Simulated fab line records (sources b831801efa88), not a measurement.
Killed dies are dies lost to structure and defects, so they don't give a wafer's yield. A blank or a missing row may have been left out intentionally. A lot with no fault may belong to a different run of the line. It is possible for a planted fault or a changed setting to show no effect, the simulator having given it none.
Which tool did it? | flow sky130 | 6 lots with 18 wafers sampled at 2 steps, on a route of 708 steps

== WHAT EACH GAUGE READ, for each wafer ==
SKY_POLY_GATE_OVL_MEAS_14.
lot  | measured     | on         | POLY_GATE_OVL (nm)
L859 | day 16 14:49 | overlay-01 | 6 -10 -6
L864 | day 18 18:24 | overlay-02 | -3 1 -1
L866 | day 19 08:09 | overlay-01 | -1 -6 3
L868 | day 20 02:30 | overlay-02 | -1 1 -4
L872 | day 21 20:55 | overlay-02 | 37 38 36
L878 | day 23 19:40 | overlay-01 | 33 32 36

== WHAT TOOL EACH LOT RAN ON (gives the tool, then ch and the chambers of the sampled wafers, and finally the start) ==
lot  | SKY_POLY_GATE_EXPOSE_10
L859 | krf_scanner-02 ch 0, day 16 00:50
L864 | krf_scanner-02 ch 0, day 18 04:40
L866 | krf_scanner-01 ch 0, day 18 16:37
L868 | krf_scanner-01 ch 0, day 19 11:32
L872 | krf_scanner-01 ch 0, day 21 05:52
L878 | krf_scanner-01 ch 0, day 23 04:16
- SKY_POLY_GATE_EXPOSE_10: exposes mask P1M, target cd 150 nm.

== THE ANSWER, worked out from the rows above alone ==
Rule: the usual values come from the lots themselves. Put in order of their means at a reading, lots are off if they are a third of the lots or fewer, leave a main group of 4 or more, and stand apart from it by a gap of 3 or more times the standard deviation of the main group's means; of several such gaps the widest counts. A main group is skipped when, at the precision printed for the reading in the tables above, its means are all equal. A lot without any number at a reading at which 4 lots or more have one is off too. The other lots that the step has rows for count as sound.
Off: L872, L878, seen at SKY_POLY_GATE_OVL_MEAS_14 (POLY_GATE_OVL). The main group: mean -2 nm, standard deviation 0.92.
If a tool, at a process step before that reading, ran all the lots that are off and no sound lot after the first of them, it fits. The gauges at SKY_POLY_GATE_OVL_MEAS_14 are tried like those tools. One candidate fits, namely krf_scanner-01 at SKY_POLY_GATE_EXPOSE_10. A fault onset in the window from L868 (day 19 11:32, its last sound lot) to L872 (day 21 05:52, its first lot off) fits.

== WHAT HAD BEEN PUT IN BY THE SIMULATOR ==
Scanner matching overlay: krf_scanner-01, from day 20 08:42 on, at SKY_POLY_GATE_EXPOSE_10. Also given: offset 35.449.
Struck lots among those shown: L872, L878. The rule above reached the same finding.
